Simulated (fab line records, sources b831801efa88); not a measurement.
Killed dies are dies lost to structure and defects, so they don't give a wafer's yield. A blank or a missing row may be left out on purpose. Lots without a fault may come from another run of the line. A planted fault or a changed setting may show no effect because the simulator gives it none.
fab line records | flow sky130
record lots=24 wafers=72 last_day=51
route steps=708 shown LI_CONTACT@363 METAL1@436 METAL3@563 METAL4@601 VIA4@641 METAL5@662
lots that met no fault: from a run of the same line without faults
start_h: hours from the record's first day to the start of the lot's first wafer shown | wait_h: hours since the lot's step before | " the same as in the row above | L1.1+2: a row that stands for several wafers | - no value, or no start given | * or withheld: withheld | < > ~ a bound
route shown NAME@n: a module of which the file shows steps, and the number in the route of the first | usual: mean/standard deviation of fault-free wafers | same: alike in all rows | chamber/n: place in a boat | sites: the reading at each site | _std_site: their standard deviation | _edge_site: outer sites' mean less inner sites' | radius_mm: how far each site lies from the wafer's centre | mask NAME#n: copy n | behind: the tool/chamber that last shaped the wafer | hold: why the lot was held/for how many hours/how that ended | device: the transistor (n, p or np) that didn't switch | end of line: the same wafers' tests at the end of the route | a step without rows: its recipe alone | killed: dies lost to structure and defects at the first sort, not the wafer's yield | map: a wafer's dies, x killed, . not, _ none there
set.NAME: the setting as run; set.NAME@STEP: as run at that earlier step | model.NAME: the simulator's own value behind a step, which no gauge read
steps of the route over a sample of lots; a table a step, a row a wafer
services: from which hour (start_h, from the record's first day; less than 0 if before it) a tool's chamber was out of use, for how many hours, and why
## steps
# step SKY_LI_CONTACT_THK_MEAS_01
# recipe reads=PSG_of_LI_CONTACT_HDPCVD_00
# usual LI_CONTACT_HDPCVD_THK=927/9.9
# columns lot.wafer tool chamber start_h wait_h LI_CONTACT_HDPCVD_THK[nm]
L074.1 film_metro-04 - 632.97 0.1 916
L074.3 " - " " 926
L074.4 " - " " 936
L076.3 film_metro-01 - 644.74 0.1 932
L076.4 " - " " 939
L076.6 " - " " 937
L075.1 film_metro-03 - 645.62 0.1 923
L075.2 " - " " 918
L075.5 " - " " 917
L077.1 film_metro-01 - 664.81 0.1 920
L077.2 " - " " 919
L077.6 " - " " 920
L078.1 film_metro-03 - 674.76 0.1 925
L078.2 " - " " 928
L078.5 " - " " 913
L079.1 film_metro-03 - 686.53 0.1 938
L079.3 " - " " 930
L079.5 " - " " 914
L080.1 film_metro-04 - 688.73 0.1 925
L080.2 " - " " 931
L080.6 " - " " 928
L081.1 film_metro-04 - 701.29 0.1 936
L081.3 " - " " 919
L081.5 " - " " 920
L082.2 film_metro-04 - 703.00 0.1 933
L082.5 " - " " 930
L082.6 " - " " 926
L083.2 film_metro-04 - 715.90 0.1 914
L083.4 " - " " 927
L083.6 " - " " 930
L084.2 film_metro-01 - 722.08 0.1 930
L084.4 " - " " 936
L084.6 " - " " 938
L085.2 film_metro-03 - 731.14 0.1 921
L085.3 " - " " 926
L085.5 " - " " 934
L086.1 film_metro-03 - 738.76 0.1 931
L086.4 " - " " 934
L086.5 " - " " 939
L087.3 film_metro-04 - 746.99 0.1 921
L087.5 " - " " 922
L087.6 " - " " 914
L088.2 film_metro-03 - 753.80 0.1 917
L088.4 " - " " 912
L088.5 " - " " 928
L089.1 film_metro-03 - 764.76 0.1 906
L089.2 " - " " 926
L089.6 " - " " 932
L090.1 film_metro-01 - 791.50 0.1 940
L090.3 " - " " 933
L090.5 " - " " 950
L091.2 film_metro-04 - 794.75 0.1 934
L091.3 " - " " 946
L091.4 " - " " 924
L092.3 film_metro-03 - 803.74 0.1 940
L092.5 " - " " 940
L092.6 " - " " 933
L093.3 film_metro-01 - 809.13 0.1 944
L093.4 " - " " 941
L093.5 " - " " 914
L095.2 film_metro-03 - 822.72 0.1 939
L095.5 " - " " 942
L095.6 " - " " 940
L094.1 film_metro-03 - 823.24 0.1 923
L094.2 " - " " 934
L094.4 " - " " 947
L096.1 film_metro-01 - 823.84 0.1 922
L096.3 " - " " 932
L096.5 " - " " 937
L097.1 film_metro-03 - 864.49 0.1 919
L097.2 " - " " 930
L097.4 " - " " 909
# step SKY_METAL1_SPUTTER_02
# recipe material=AlCu target_thk_nm=250 power_w=10600 time_s=13.3 chamber_pressure_pa=0.4
# usual throttle_valve_pct=29.9/0.9
# columns lot.wafer tool chamber start_h wait_h throttle_valve_pct
L074.1 pvd_sputter-04 - 721.43 0.0 30.4
L074.3 " - " " 29.1
L074.4 " - " " 30.8
L076.3 pvd_sputter-01 - 732.91 0.0 31.2
L076.4 " - " " 32.0
L076.6 " - " " 28.0
L075.1 pvd_sputter-04 - 735.73 0.0 28.9
L075.2 " - " " 30.9
L075.5 " - " " 30.4
L077.1 pvd_sputter-04 - 752.97 0.0 30.6
L077.2 " - " " 30.2
L077.6 " - " " 29.3
L078.1 pvd_sputter-02 - 763.13 0.0 28.9
L078.2 " - " " 29.3
L078.5 " - " " 30.6
L079.1 pvd_sputter-04 - 773.38 0.0 30.1
L079.3 " - " " 30.8
L079.5 " - " " 30.2
L080.1 pvd_sputter-02 - 776.01 0.0 28.9
L080.2 " - " " 29.5
L080.6 " - " " 29.5
L081.1 pvd_sputter-01 - 787.52 0.0 30.9
L081.3 " - " " 31.7
L081.5 " - " " 30.5
L082.2 pvd_sputter-01 - 789.88 0.0 31.7
L082.5 " - " " 30.6
L082.6 " - " " 31.9
L083.2 pvd_sputter-04 - 801.14 0.0 29.1
L083.4 " - " " 29.3
L083.6 " - " " 29.4
L084.2 pvd_sputter-04 - 808.42 0.0 29.0
L084.4 " - " " 30.2
L084.6 " - " " 28.7
L085.2 pvd_sputter-02 - 815.11 0.0 28.7
L085.3 " - " " 30.1
L085.5 " - " " 29.6
L086.1 pvd_sputter-02 - 824.58 0.0 29.9
L086.4 " - " " 30.5
L086.5 " - " " 29.5
L087.3 pvd_sputter-04 - 831.53 0.0 30.8
L087.5 " - " " 28.7
L087.6 " - " " 30.2
L088.2 pvd_sputter-04 - 838.05 0.0 29.1
L088.4 " - " " 30.8
L088.5 " - " " 29.4
L089.1 pvd_sputter-04 - 848.99 0.0 30.6
L089.2 " - " " 28.9
L089.6 " - " " 30.8
L090.1 pvd_sputter-02 - 874.36 0.0 30.4
L090.3 " - " " 29.7
L090.5 " - " " 30.3
L091.2 pvd_sputter-02 - 878.97 0.0 29.0
L091.3 " - " " 29.4
L091.4 " - " " 30.6
L092.3 pvd_sputter-04 - 886.98 0.0 29.3
L092.5 " - " " 30.6
L092.6 " - " " 30.2
L093.3 pvd_sputter-02 - 892.03 0.0 30.3
L093.4 " - " " 29.8
L093.5 " - " " 29.0
L095.2 pvd_sputter-04 - 905.62 0.0 29.3
L095.5 " - " " 28.7
L095.6 " - " " 29.3
L094.1 pvd_sputter-02 - 906.34 0.0 28.9
L094.2 " - " " 29.5
L094.4 " - " " 30.3
L096.1 pvd_sputter-01 - 907.44 0.0 30.5
L096.3 " - " " 31.7
L096.5 " - " " 31.9
L097.1 pvd_sputter-02 - 944.93 0.0 30.2
L097.2 " - " " 30.3
L097.4 " - " " 29.7
# step SKY_METAL3_CD_MEAS_13
# recipe target_cd_nm=300
# usual cd_nm=299.7/1.6
# columns lot.wafer tool chamber start_h wait_h cd_nm
L074.1 cd_sem-01 - 888.25 - 301.5
L074.3 " - " " 302.1
L074.4 " - " " 302.0
L076.3 cd_sem-01 - 897.44 - 300.4
L076.4 " - " " 300.6
L076.6 " - " " 300.7
L075.1 cd_sem-01 - 901.05 - 301.8
L075.2 " - " " 301.5
L075.5 " - " " 300.7
L077.1 cd_sem-02 - 918.57 - 299.9
L077.2 " - " " 299.8
L077.6 " - " " 299.5
L078.1 cd_sem-01 - 926.87 - 298.2
L078.2 " - " " 299.2
L078.5 " - " " 299.0
L079.1 cd_sem-01 - 936.82 - 298.3
L079.3 " - " " 299.0
L079.5 " - " " 297.2
L080.1 cd_sem-01 - 937.77 - 296.1
L080.2 " - " " 296.7
L080.6 " - " " 296.9
L081.1 cd_sem-02 - 950.02 - 300.2
L081.3 " - " " 299.1
L081.5 " - " " 299.5
L082.2 cd_sem-02 - 951.42 - 299.9
L082.5 " - " " 301.1
L082.6 " - " " 299.0
L083.2 cd_sem-01 - 962.54 - 301.6
L083.4 " - " " 301.4
L083.6 " - " " 299.8
L084.2 cd_sem-01 - 967.89 - 301.1
L084.4 " - " " 300.0
L084.6 " - " " 301.3
L085.2 cd_sem-02 - 974.52 - 301.3
L085.3 " - " " 302.1
L085.5 " - " " 300.2
L086.1 cd_sem-01 - 985.77 - 301.1
L086.4 " - " " 300.5
L086.5 " - " " 300.4
L087.3 cd_sem-01 - 989.56 - 299.7
L087.5 " - " " 298.4
L087.6 " - " " 300.3
L088.2 cd_sem-01 - 994.99 - 297.9
L088.4 " - " " 297.5
L088.5 " - " " 297.9
L089.1 cd_sem-01 - 1004.25 - 300.9
L089.2 " - " " 300.1
L089.6 " - " " 300.8
L090.1 cd_sem-01 - 1027.10 - 299.8
L090.3 " - " " 299.8
L090.5 " - " " 299.3
L091.2 cd_sem-02 - 1031.37 - 299.5
L091.3 " - " " 298.8
L091.4 " - " " 300.4
L092.3 cd_sem-01 - 1037.54 - 297.9
L092.5 " - " " 297.7
L092.6 " - " " 299.4
L093.3 cd_sem-01 - 1042.41 - 301.6
L093.4 " - " " 302.2
L093.5 " - " " 301.1
L095.2 cd_sem-02 - 1054.47 - 298.6
L095.5 " - " " 301.1
L095.6 " - " " 299.5
L094.1 cd_sem-02 - 1055.27 - 299.2
L094.2 " - " " 298.0
L094.4 " - " " 299.3
L096.1 cd_sem-02 - 1056.37 - 297.7
L096.3 " - " " 299.0
L096.5 " - " " 298.2
L097.1 cd_sem-02 - 1086.70 - 298.3
L097.2 " - " " 299.6
L097.4 " - " " 298.1
# step SKY_METAL4_SPUTTER_03
# recipe material=Ti target_thk_nm=5 power_w=3000 time_s=3.3 chamber_pressure_pa=0.4
# usual throttle_valve_pct=29.9/1
# columns lot.wafer tool chamber start_h wait_h throttle_valve_pct
L074.1 pvd_sputter-03 - 916.76 0.0 29.3
L074.3 " - " " 29.0
L074.4 " - " " 31.0
L076.3 pvd_sputter-04 - 925.61 0.0 29.3
L076.4 " - " " 29.1
L076.6 " - " " 28.9
L075.1 pvd_sputter-04 - 928.86 0.0 30.3
L075.2 " - " " 30.9
L075.5 " - " " 29.2
L077.1 pvd_sputter-04 - 946.24 0.0 29.2
L077.2 " - " " 28.8
L077.6 " - " " 30.5
L078.1 pvd_sputter-04 - 954.79 0.0 30.2
L078.2 " - " " 29.1
L078.5 " - " " 29.7
L079.1 pvd_sputter-03 - 964.87 0.0 29.5
L079.3 " - " " 29.1
L079.5 " - " " 29.1
L080.1 pvd_sputter-03 - 965.70 0.0 28.8
L080.2 " - " " 29.6
L080.6 " - " " 31.4
L081.1 pvd_sputter-04 - 978.14 0.0 30.8
L081.3 " - " " 29.5
L081.5 " - " " 28.7
L082.2 pvd_sputter-04 - 979.67 0.0 30.2
L082.5 " - " " 30.3
L082.6 " - " " 29.0
L083.2 pvd_sputter-04 - 990.17 0.0 30.8
L083.4 " - " " 28.9
L083.6 " - " " 30.3
L084.2 pvd_sputter-04 - 994.82 0.0 29.0
L084.4 " - " " 29.0
L084.6 " - " " 29.3
L085.2 pvd_sputter-04 - 1001.24 0.0 28.9
L085.3 " - " " 29.5
L085.5 " - " " 28.9
L086.1 pvd_sputter-03 - 1011.86 0.0 31.2
L086.4 " - " " 29.1
L086.5 " - " " 29.0
L087.3 pvd_sputter-01 - 1015.77 0.0 28.0
L087.5 " - " " 31.3
L087.6 " - " " 28.0
L088.2 pvd_sputter-01 - 1021.38 0.0 31.9
L088.4 " - " " 30.8
L088.5 " - " " 30.5
L089.1 pvd_sputter-04 - 1029.87 0.0 30.9
L089.2 " - " " 29.9
L089.6 " - " " 29.3
L090.1 pvd_sputter-01 - 1053.03 0.0 31.6
L090.3 " - " " 31.2
L090.5 " - " " 31.8
L091.2 pvd_sputter-03 - 1057.65 0.0 29.2
L091.3 " - " " 29.2
L091.4 " - " " 31.2
L092.3 pvd_sputter-03 - 1062.85 0.0 31.2
L092.5 " - " " 29.2
L092.6 " - " " 29.0
L093.3 pvd_sputter-04 - 1066.82 0.0 29.3
L093.4 " - " " 30.9
L093.5 " - " " 30.7
L095.2 pvd_sputter-01 - 1078.83 0.0 31.9
L095.5 " - " " 30.5
L095.6 " - " " 31.3
L094.1 pvd_sputter-04 - 1079.78 0.0 30.4
L094.2 " - " " 28.7
L094.4 " - " " 31.0
L096.1 pvd_sputter-01 - 1080.81 0.0 31.8
L096.3 " - " " 30.5
L096.5 " - " " 31.9
L097.1 pvd_sputter-03 - 1111.06 0.0 28.7
L097.2 " - " " 31.2
L097.4 " - " " 29.5
# step SKY_VIA4_CMP_02
# recipe material=SiO2 down_force_psi=4 platen_rpm=60 pad_velocity_m_s=0.94248
# usual edge_zone_pressure_frac=1.000/0.0044 motor_current_A=11.8/1 slurry_flow_ml_min=150.1/0.48
# columns lot.wafer tool chamber start_h wait_h edge_zone_pressure_frac motor_current_A slurry_flow_ml_min
L074.3 cmp-02 1 967.66 0.0 1.004 11.7 150.4
L074.1 " 2 " " 1.001 12.8 150.0
L074.4 " 3 " " 1.004 11.7 150.3
L076.3 cmp-01 3 977.27 0.0 1.002 11.5 150.6
L076.4 " 0 " " 0.997 11.8 150.4
L076.6 " 0 " " 1.005 11.9 150.7
L075.2 cmp-02 0 979.75 0.0 0.996 11.3 150.2
L075.1 " 3 " " 1.001 11.2 150.3
L075.5 " 1 " " 1.007 11.5 149.6
L077.2 cmp-02 0 997.08 0.1 1.004 11.0 149.8
L077.1 " 1 " " 1.000 11.1 149.6
L077.6 " 2 " " 1.003 12.3 150.0
L078.1 cmp-02 0 1004.98 0.1 0.997 11.9 150.3
L078.2 " 1 " " 1.001 10.7 149.9
L078.5 " 0 " " 1.000 11.2 151.2
L079.3 cmp-02 2 1014.37 0.0 1.003 12.1 150.2
L079.1 " 3 " " 1.000 11.6 149.5
L079.5 " 2 " " 0.997 11.8 150.2
L080.2 cmp-01 2 1014.86 0.0 0.999 13.9 150.7
L080.1 " 3 " " 0.992 11.7 149.9
L080.6 " 2 " " 0.994 14.5 150.6
L081.1 cmp-02 2 1026.57 0.1 0.999 12.2 150.1
L081.3 " 3 " " 1.004 11.8 149.6
L081.5 " 1 " " 0.997 11.3 151.1
L082.2 cmp-02 0 1027.35 0.2 0.999 11.4 149.6
L082.6 " 1 " " 0.995 11.2 149.6
L082.5 " 2 " " 0.995 12.3 150.6
L083.4 cmp-02 0 1037.19 0.1 0.993 10.8 150.4
L083.2 " 1 " " 0.996 11.3 149.8
L083.6 " 3 " " 0.992 11.6 150.4
L084.2 cmp-01 2 1043.06 0.1 1.005 13.2 150.3
L084.4 " 3 " " 1.001 11.7 151.0
L084.6 " 1 " " 1.005 11.1 149.2
L085.3 cmp-01 3 1048.80 0.1 0.996 11.5 150.1
L085.2 " 1 " " 0.990 10.3 149.7
L085.5 " 3 " " 1.002 12.1 150.5
L086.4 cmp-02 0 1058.44 0.3 1.002 11.5 149.4
L086.1 " 2 " " 1.003 12.6 149.1
L086.5 " 0 " " 0.999 11.1 149.8
L087.3 cmp-01 1 1061.39 0.0 0.998 10.1 150.5
L087.5 " 1 " " 0.994 10.4 150.3
L087.6 " 2 " " 0.995 13.8 150.3
L088.4 cmp-02 0 1066.34 0.0 1.003 11.8 149.9
L088.2 " 3 " " 0.997 11.4 150.5
L088.5 " 0 " " 0.991 11.9 149.5
L089.1 cmp-01 0 1074.41 0.1 1.001 11.8 150.3
L089.2 " 1 " " 1.008 10.7 150.1
L089.6 " 3 " " 1.007 12.2 149.7
L090.1 cmp-01 0 1095.76 0.1 0.998 12.3 150.1
L090.3 " 2 " " 1.000 14.5 150.7
L090.5 " 3 " " 1.001 11.7 150.6
L091.3 cmp-02 2 1100.56 0.0 1.002 12.5 149.6
L091.2 " 3 " " 1.003 11.9 150.3
L091.4 " 1 " " 0.991 11.9 150.3
L092.3 cmp-01 3 1105.65 0.2 1.006 11.6 149.3
L092.6 " 0 " " 1.005 11.7 149.5
L092.5 " 1 " " 1.000 10.0 150.0
L093.4 cmp-02 3 1109.34 0.0 0.994 11.6 149.3
L093.3 " 1 " " 0.997 11.3 151.1
L093.5 " 0 " " 1.005 11.0 150.6
L095.2 cmp-01 2 1120.95 0.1 1.007 13.4 149.9
L095.6 " 0 " " 0.996 11.9 149.9
L095.5 " 1 " " 0.999 9.9 150.5
L094.4 cmp-01 0 1121.93 0.1 0.997 11.0 149.9
L094.2 " 1 " " 1.000 10.5 150.3
L094.1 " 2 " " 0.996 14.3 150.3
L096.1 cmp-01 0 1123.19 0.1 0.996 11.6 150.2
L096.3 " 1 " " 0.988 10.3 150.1
L096.5 " 0 " " 0.995 12.0 149.4
L097.1 cmp-02 3 1150.72 0.1 1.001 11.8 150.0
L097.2 " 0 " " 1.004 10.8 149.8
L097.4 " 1 " " 1.001 10.5 149.4
# step SKY_METAL5_SPUTTER_01
# recipe material=TiN target_thk_nm=20 power_w=6500 time_s=16.7 chamber_pressure_pa=0.4
# usual throttle_valve_pct=29.9/1.1
# columns lot.wafer tool chamber start_h wait_h throttle_valve_pct
L074.1 pvd_sputter-01 - 993.73 0.0 31.8
L074.3 " - " " 28.0
L074.4 " - " " 31.4
L076.3 pvd_sputter-03 - 1001.98 0.0 31.3
L076.4 " - " " 29.0
L076.6 " - " " 29.3
L075.1 pvd_sputter-01 - 1004.76 0.0 30.7
L075.2 " - " " 31.9
L075.5 " - " " 31.9
L077.1 pvd_sputter-03 - 1021.63 0.0 29.3
L077.2 " - " " 29.0
L077.6 " - " " 29.2
L078.1 pvd_sputter-01 - 1028.98 0.0 28.0
L078.2 " - " " 30.5
L078.5 " - " " 31.9
L079.1 pvd_sputter-03 - 1038.46 0.0 29.2
L079.3 " - " " 31.1
L079.5 " - " " 29.4
L080.1 pvd_sputter-02 - 1038.71 0.0 30.6
L080.2 " - " " 30.4
L080.6 " - " " 29.7
L081.1 pvd_sputter-02 - 1050.48 0.0 29.6
L081.3 " - " " 30.3
L081.5 " - " " 29.0
L082.2 pvd_sputter-01 - 1050.78 0.0 31.4
L082.5 " - " " 31.5
L082.6 " - " " 30.6
L083.2 pvd_sputter-03 - 1060.79 0.0 29.2
L083.4 " - " " 29.1
L083.6 " - " " 29.0
L084.2 pvd_sputter-03 - 1065.95 0.0 29.3
L084.4 " - " " 31.2
L084.6 " - " " 29.4
L085.2 pvd_sputter-02 - 1071.66 0.0 30.5
L085.3 " - " " 29.9
L085.5 " - " " 28.8
L086.1 pvd_sputter-02 - 1081.05 0.0 30.4
L086.4 " - " " 30.5
L086.5 " - " " 30.2
L087.3 pvd_sputter-03 - 1083.89 0.0 29.3
L087.5 " - " " 29.1
L087.6 " - " " 29.0
L088.2 pvd_sputter-03 - 1088.56 0.0 31.2
L088.4 " - " " 29.2
L088.5 " - " " 30.9
L089.1 pvd_sputter-03 - 1096.78 0.0 28.8
L089.2 " - " " 31.1
L089.6 " - " " 29.2
L090.1 pvd_sputter-01 - 1117.41 0.0 27.6
L090.3 " - " " 30.4
L090.5 " - " " 30.4
L091.2 pvd_sputter-02 - 1121.59 0.0 30.1
L091.3 " - " " 29.4
L091.4 " - " " 30.6
L092.3 pvd_sputter-03 - 1126.59 0.0 29.1
L092.5 " - " " 29.1
L092.6 " - " " 29.3
L093.3 pvd_sputter-01 - 1130.12 0.0 31.9
L093.4 " - " " 30.5
L093.5 " - " " 27.8
L095.2 pvd_sputter-02 - 1141.39 0.0 30.5
L095.5 " - " " 29.0
L095.6 " - " " 29.7
L094.1 pvd_sputter-02 - 1142.60 0.0 30.2
L094.2 " - " " 30.2
L094.4 " - " " 28.8
L096.1 pvd_sputter-03 - 1143.25 0.0 29.4
L096.3 " - " " 29.3
L096.5 " - " " 29.1
L097.1 pvd_sputter-01 - 1169.17 0.0 31.7
L097.2 " - " " 30.9
L097.4 " - " " 31.3
## services
# columns tool chamber start_h hours kind
pvd_sputter-01 - 700.71 31.7 repair
cmp-01 - 700.89 0.3 repair
pvd_sputter-02 - 715.78 7.2 repair
cmp-02 - 720.96 0.3 repair
cmp-02 - 744.00 4.0 pm
cmp-02 - 757.98 1.3 repair
pvd_sputter-04 - 810.02 5.7 repair
pvd_sputter-03 - 814.19 1.0 repair
cmp-02 - 828.45 0.5 repair
cmp-02 - 849.14 1.7 repair
cmp-02 - 854.61 1.8 repair
pvd_sputter-03 - 892.44 0.6 repair
pvd_sputter-04 - 910.19 11.4 repair
pvd_sputter-04 - 962.67 6.6 repair
pvd_sputter-02 - 967.56 8.9 repair
cmp-02 - 970.35 5.6 pm
cmp-02 - 1042.69 8.5 pm
pvd_sputter-03 - 1071.31 1.5 repair
cmp-02 - 1084.24 4.0 pm
pvd_sputter-01 - 1088.18 4.3 repair
pvd_sputter-01 - 1119.64 1.0 repair
pvd_sputter-02 - 1133.81 5.9 repair
pvd_sputter-01 - 1145.43 5.0 repair
cmp-02 - 1161.93 0.2 repair
## key
fault none
